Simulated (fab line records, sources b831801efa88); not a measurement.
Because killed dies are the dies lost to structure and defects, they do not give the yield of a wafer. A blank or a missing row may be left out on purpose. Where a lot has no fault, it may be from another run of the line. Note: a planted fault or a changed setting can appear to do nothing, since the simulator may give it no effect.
Which tool is to blame? ; flow gf180mcu ; 6 lots with 18 wafers sampled at 3 steps, on a route of 602 steps

## WHAT EACH GAUGE READ, for each wafer
GF_HV_LDD_TW_MEAS_38.
lot;measured;on;HV_LDD_3_TW
L817;day 12 15:36;film-metro-02;1430 1432 1424
L820;day 13 13:14;film-metro-04;1431 1438 1427
L822;day 13 23:26;film-metro-04;1421 1432 1425
L825;day 15 01:52;film-metro-01;1347 1341 1339
L835;day 18 08:30;film-metro-04;1430 1431 1434
L837;day 19 10:16;film-metro-01;1442 1445 1453

## WHICH TOOL RAN EACH LOT (tool, then ch and the chambers of the sampled wafers, then the start)
lot;GF_HV_LDD_IMPLANT_33;GF_HV_LDD_STRIP_37
L817;implanter-04 ch 0, day 12 14:54;plasma-asher-02 ch 0,1, day 12 15:30
L820;implanter-04 ch 0, day 13 12:33;plasma-asher-03 ch 0,1, day 13 13:07
L822;implanter-02 ch 0, day 13 22:44;plasma-asher-01 ch 0,1, day 13 23:20
L825;implanter-04 ch 0, day 15 01:10;plasma-asher-02 ch 0,1, day 15 01:46
L835;implanter-04 ch 0, day 18 07:49;plasma-asher-02 ch 0, day 18 08:23
L837;implanter-04 ch 0, day 19 09:34;plasma-asher-01 ch 0,1, day 19 10:10
- GF_HV_LDD_IMPLANT_33
- GF_HV_LDD_STRIP_37: strips in O2/N2.

## THE ANSWER, worked out from the rows above alone
Rule: what is usual is taken from the lots themselves. Put in order of their means at a reading, lots are off if they are a third of the lots or fewer, leave a main group of 4 or more, and stand apart from it by a gap of 3 or more times the standard deviation of the main group's means; of several such gaps the widest counts. A main group is skipped when, at the precision printed for the reading in the tables above, its means are all equal. A lot without any number at a reading at which 4 lots or more have one is off too. The other lots that the step has rows for count as sound.
Off: L825, at GF_HV_LDD_TW_MEAS_38 (HV_LDD_3_TW). Main group: mean 1433, sd 7.2.
If a tool, at a process step before that reading, ran all the lots that are off and no sound lot after the first of them, it fits. The gauges at GF_HV_LDD_TW_MEAS_38 are tried like those tools. None of those tried fits.

## WHAT THE SIMULATOR PUT IN
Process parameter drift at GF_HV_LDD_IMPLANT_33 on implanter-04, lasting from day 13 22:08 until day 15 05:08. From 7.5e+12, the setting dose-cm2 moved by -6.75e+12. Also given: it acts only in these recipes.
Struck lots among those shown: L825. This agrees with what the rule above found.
